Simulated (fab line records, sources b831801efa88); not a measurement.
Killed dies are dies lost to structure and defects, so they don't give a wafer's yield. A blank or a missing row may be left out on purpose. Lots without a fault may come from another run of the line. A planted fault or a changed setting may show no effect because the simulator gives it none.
A struck lot beside a sound one | flow sfq_line | 42 steps out of a route of 325
Sound: wafers L535.1, L535.5, L535.6. Struck: wafers L524.1, L524.3, L524.5. The cause comes at the end.
At each step with rows: each side's tool, then ch and its chambers, then its first start. Under that, the readings that differ: sound wafers | struck wafers | difference of the means | sigmas: that difference in standard deviations of wafers without a fault.
alike: readings whose means differ by less than 2 such deviations, and words and numbers that are the same on both sides. not compared: withheld readings, readings that some wafer has no value for, bounds like >300 that may hide the same value, and numbers for which the record gives no deviation and whose values overlap.
The two part at a step that has a row with sigmas, a row that says differs or no value, or rows on one side only. Numbers that don't overlap but have no deviation are shown without sigmas and don't part them. A reading that every wafer of one side lacks parts them only if that side has two wafers or more.

first, 6 steps without rows for these wafers: SFQ_TRILAYER_I2_VIA_LITHO_COAT_072 (resist thk 62 nm); SFQ_TRILAYER_I2_VIA_LITHO_COAT_067 (resist thk 650 nm); SFQ_TRILAYER_I2_VIA_LITHO_SOFTBAKE_071; SFQ_TRILAYER_I2_VIA_LITHO_EXPOSE_068 (exposes mask I2, target cd 500 nm); SFQ_TRILAYER_I2_VIA_LITHO_PEB_070 (peb time 60 s); SFQ_TRILAYER_I2_VIA_LITHO_DEVELOP_069 (time 60 s).
SFQ_I2_OVL_MEAS_918:
  sound on overlay-02, day 51 03:38; struck on overlay-02, day 46 04:04
  reading     | sound | struck    | difference | sigmas
  I2_OVL (nm) | 7 2 3 | -11 -8 -9 | -13        | -2
then, 1 step without rows for these wafers: SFQ_TRILAYER_I2_VIA_BARC_OPEN_VIA_ETCH_096 (etches BARC in O2, target depth 125 nm, time 41.7 s).
SFQ_TRILAYER_I2_VIA_ETCH_VIA_ETCH_070: etches SiO2 in CHF3, stops on Nb, target depth 260 nm.
  sound on rie_diel-02 ch 1,2,3, day 51 03:43; struck on rie_diel-03 ch 1,2, day 46 04:08
  alike: chamber_pressure_mTorr, drypump_motor_current_A, oes_product_au
then, 3 steps without rows for these wafers: SFQ_TRILAYER_I2_VIA_STRIP_STRIP_071 (strips in O2); SFQ_TRILAYER_I2_VIA_STRIP_SOLV_CLEAN_072 (cleans in NMP, time 600 s); SFQ_TRILAYER_M3_DEP_PRE_CLEAN_074 (time 22.5 s).
SFQ_TRILAYER_M3_DEP_SPUTTER_073: material Nb, target thk 200 nm, time 133.3 s.
  sound on pvd_sputter-04, day 51 04:37; struck on pvd_sputter-05, day 46 05:05
  reading                                             | sound                | struck               | difference | sigmas
  cathode_dc_power_W (W)                              | 2000.7 2000.2 2000.1 | 1876.0 1875.2 1874.9 | -125.0     | -99 or more
  model.Nb_of_TRILAYER_M3_DEP_SPUTTER_073.thk_nm (nm) | 206 204.2 204.9      | 188.6 190.4 188.9    | -15.7      |
  alike: throttle_valve_pct
SFQ_M3_RS_MEAS_919: measures by four-point-probe.
  sound on film_metro-03, day 51 04:43; struck on film_metro-03, day 46 05:10
  reading           | sound             | struck            | difference | sigmas
  M3_NB_RS (ohm/sq) | 0.865 0.870 0.869 | 0.946 0.936 0.943 | +0.074     | +7
then, 6 steps without rows for these wafers: SFQ_TRILAYER_M3_LITHO_COAT_080 (resist thk 62 nm); SFQ_TRILAYER_M3_LITHO_COAT_075 (resist thk 600 nm); SFQ_TRILAYER_M3_LITHO_SOFTBAKE_079; SFQ_TRILAYER_M3_LITHO_EXPOSE_076 (exposes mask M3, target cd 500 nm); SFQ_TRILAYER_M3_LITHO_PEB_078 (peb time 60 s); SFQ_TRILAYER_M3_LITHO_DEVELOP_077 (time 60 s).
SFQ_M3_OVL_MEAS_921:
  sound on overlay-02, day 51 08:33; struck on overlay-01, day 46 07:36
  alike: M3_OVL
then, 1 step without rows for these wafers: SFQ_TRILAYER_M3_BARC_OPEN_METAL_ETCH_100 (etches BARC in O2, target depth 125 nm, time 41.7 s).
SFQ_TRILAYER_M3_ETCH_METAL_ETCH_078: etches Nb in Cl2/Ar, stops on SiO2, target depth 240 nm, time 120 s.
  sound on rie_metal-04 ch 0,1, day 51 08:39; struck on rie_metal-02 ch 0,1, day 46 07:41
  reading               | sound             | struck            | difference | sigmas
  oes_product_au (a.u.) | 0.900 0.900 0.908 | 0.860 0.872 0.871 | -0.035     | -5
  alike: chamber_pressure_mTorr, drypump_motor_current_A
  not compared: rf_hours_counter_h
then, 3 steps without rows for these wafers: SFQ_TRILAYER_M3_STRIP_STRIP_079 (strips in O2); SFQ_TRILAYER_M3_STRIP_SOLV_CLEAN_080 (cleans in NMP, time 600 s); SFQ_TRILAYER_I3_DEP_PECVD_081 (deposits SiO2 from SiH4/N2O, time 111.11 s, target thk 500 nm).
SFQ_TRILAYER_I3_CMP_CMP_082: polishes SiO2.
  sound on cmp-02 ch 2,3, day 51 17:17; struck on cmp-01 ch 1,3, day 46 19:17
  reading                      | sound             | struck            | difference | sigmas
  retaining_ring_pressure_frac | 0.999 1.005 1.003 | 0.998 0.984 0.996 | -0.010     | -2
  alike: head_pressure_psi, motor_current_A, slurry_filter_dp_kPa, time_to_endpoint_s
SFQ_I3_BOW_MEAS_922:
  sound on film_metro-03, day 51 20:17; struck on film_metro-04, day 46 22:17
  alike: I3_BOW
SFQ_TRILAYER_I3_METRO_MEASURE_083:
  sound on film_metro-03, day 51 20:24; struck on film_metro-04, day 46 22:25
  alike: thk_nm
then, 6 steps without rows for these wafers: SFQ_TRILAYER_I3_VIA_LITHO_COAT_090 (resist thk 62 nm); SFQ_TRILAYER_I3_VIA_LITHO_COAT_085 (resist thk 650 nm); SFQ_TRILAYER_I3_VIA_LITHO_SOFTBAKE_089; SFQ_TRILAYER_I3_VIA_LITHO_EXPOSE_086 (exposes mask I3, target cd 500 nm); SFQ_TRILAYER_I3_VIA_LITHO_PEB_088 (peb time 60 s); SFQ_TRILAYER_I3_VIA_LITHO_DEVELOP_087 (time 60 s).
-- the record jumps here: 6 days lie between the struck wafers' starts before and after --
SFQ_I3_OVL_MEAS_923:
  sound on overlay-01, day 57 17:05; struck on overlay-02, day 53 01:22
  reading     | sound | struck     | difference | sigmas
  I3_OVL (nm) | 4 0 2 | -12 -13 -7 | -13        | -2
SFQ_TRILAYER_I3_VIA_BARC_OPEN_VIA_ETCH_121: etches BARC in O2, target depth 125 nm, time 41.7 s.
  sound on rie_diel-02 ch 0,2,3, day 57 17:07; struck on rie_diel-04 ch 1,2, day 53 01:23
  alike: chamber_pressure_mTorr, drypump_motor_current_A, oes_product_au
  not compared: rf_hours_counter_h
then, 1 step without rows for these wafers: SFQ_TRILAYER_I3_VIA_ETCH_VIA_ETCH_088 (etches SiO2 in CHF3, stops on Nb, target depth 260 nm).
SFQ_TRILAYER_I3_VIA_STRIP_STRIP_089: strips in O2.
  sound on rie_metal-02 ch 0,1, day 57 17:16; struck on rie_metal-02 ch 0,1, day 53 01:33
  alike: chamber_pressure_mTorr, drypump_motor_current_A, oes_product_au
  not compared: rf_hours_counter_h
then, 2 steps without rows for these wafers: SFQ_TRILAYER_I3_VIA_STRIP_SOLV_CLEAN_090 (cleans in NMP, time 600 s); SFQ_TRILAYER_M4_DEP_PRE_CLEAN_092 (time 22.5 s).
-- the record jumps here: 34 days lie between the struck wafers' starts before and after --
SFQ_M8_BOW_MEAS_951:
  sound on film_metro-01, day 96 23:00; struck on film_metro-03, day 87 05:31
  reading                 | sound                | struck               | difference | sigmas
  model.etest.m3.ohm_um   | 1.728 1.748 1.734    | 1.911 1.888 1.891    | +0.160     |
  model.etest.i2.link_ohm | 1.946 1.942 1.951    | 2.036 2.017 2.037    | +0.084     |
  model.etest.m3.ohm_sq   | 0.8642 0.8718 0.8688 | 0.9438 0.9349 0.9422 | +0.0720    |
  model.etest.i3.link_ohm | 1.947 1.973 1.949    | 2.004 2.005 2.02     | +0.053     |
  alike: M8_BOW

WHERE THEY PART
First at SFQ_I2_OVL_MEAS_918; last, within this record, at SFQ_I3_OVL_MEAS_923. Later steps at which nothing parts them and some readings are alike: SFQ_TRILAYER_I3_VIA_BARC_OPEN_VIA_ETCH_121, SFQ_TRILAYER_I3_VIA_STRIP_STRIP_089, SFQ_M8_BOW_MEAS_951.

WHY: what the simulator had put in
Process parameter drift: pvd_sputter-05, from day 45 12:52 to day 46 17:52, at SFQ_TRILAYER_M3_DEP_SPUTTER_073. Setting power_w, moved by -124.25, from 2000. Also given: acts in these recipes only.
